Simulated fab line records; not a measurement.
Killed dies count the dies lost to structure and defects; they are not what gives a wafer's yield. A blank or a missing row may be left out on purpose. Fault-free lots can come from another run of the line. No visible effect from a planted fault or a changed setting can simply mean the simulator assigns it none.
One fault through the eyes of 2 desks -- flow sky130 -- each desk has only its own numbers; what lay behind them comes last

## DESK OF THE TOOL OWNER: plasma asher-04
The tool's own readings at SKY_LDD_HVN_STRIP_09 (strips in O2/N2): means of the sampled wafers that have a number, for each lot that ran on this tool. If a lot's mean is further than 4 standard deviations from the usual mean, the lot is out of limits and carries the mark OUT (the distance appears in the brackets).
Columns: A = drypump motor current A at SKY_LDD_HVN_STRIP_09, usual 5.7 A; B = oes product au at SKY_LDD_HVN_STRIP_09, usual 0.408 a.u.; C = strip time to endpoint s at SKY_LDD_HVN_STRIP_09, usual 4.139 s
lot,first seen here,A,B,C
L168,day 25 03:40,5.3,0.411,4.130
L169,day 25 05:14,5.3,0.408,4.135
This desk's verdict: no lot among the 2 shows anything out of limits.

## THE METROLOGY DESK
What the gauges read for every lot (on any tool): the sampled wafers with a number, averaged. If a lot's mean is further than 4 standard deviations from the usual mean, the lot is out of limits and carries the mark OUT (the distance appears in the brackets). 7 of its 8 readings are shown, namely those furthest out on some lot.
Columns: A = LDD_P_TW at SKY_LDD_P_TW_MEAS_11, usual 628; B = LDD_HVN_OVL at SKY_LDD_HVN_OVL_MEAS_07, usual -0.9 nm; C = LDD_HVN_TW at SKY_LDD_HVN_TW_MEAS_10, usual 1429; D = LDD_HVP_OVL at SKY_LDD_HVP_OVL_MEAS_07, usual -0.5 nm; E = LDD_LDN_OVL at SKY_LDD_LDN_OVL_MEAS_07, usual -0.5 nm; F = LDD_LDN_TW at SKY_LDD_LDN_TW_MEAS_13, usual 1474; G = SPACER_CVD_00_THK at SKY_SPACER_THK_MEAS_01, usual 42.9 nm
lot,first seen here,A,B,C,D,E,F,G
L168,day 23 21:29,632,-1.1,1424,0.7,-0.7,1501,43.1
L169,day 23 23:34,633,-2.6,1412,-0.6,2.5,1494,42.8
L173,day 25 16:12,623,-0.8,1427,0.3,-1.6,1496,43.0
L175,day 26 11:49,623,-0.5,1412,-1.5,-0.2,1501,42.8
L177,day 26 12:28,630,-1.3,1412,-1.5,-0.4,1458,43.2
L178,day 27 06:14,634,-1.7,1427,0.3,-0.4,1461,42.2
This desk's verdict: no lot among the 6 shows anything out of limits.

## ALL TOGETHER
The desk of the tool owner found nothing out of limits.
From the metrology desk's view, nothing was out of limits.

## WHAT THE SIMULATOR HAD PUT IN
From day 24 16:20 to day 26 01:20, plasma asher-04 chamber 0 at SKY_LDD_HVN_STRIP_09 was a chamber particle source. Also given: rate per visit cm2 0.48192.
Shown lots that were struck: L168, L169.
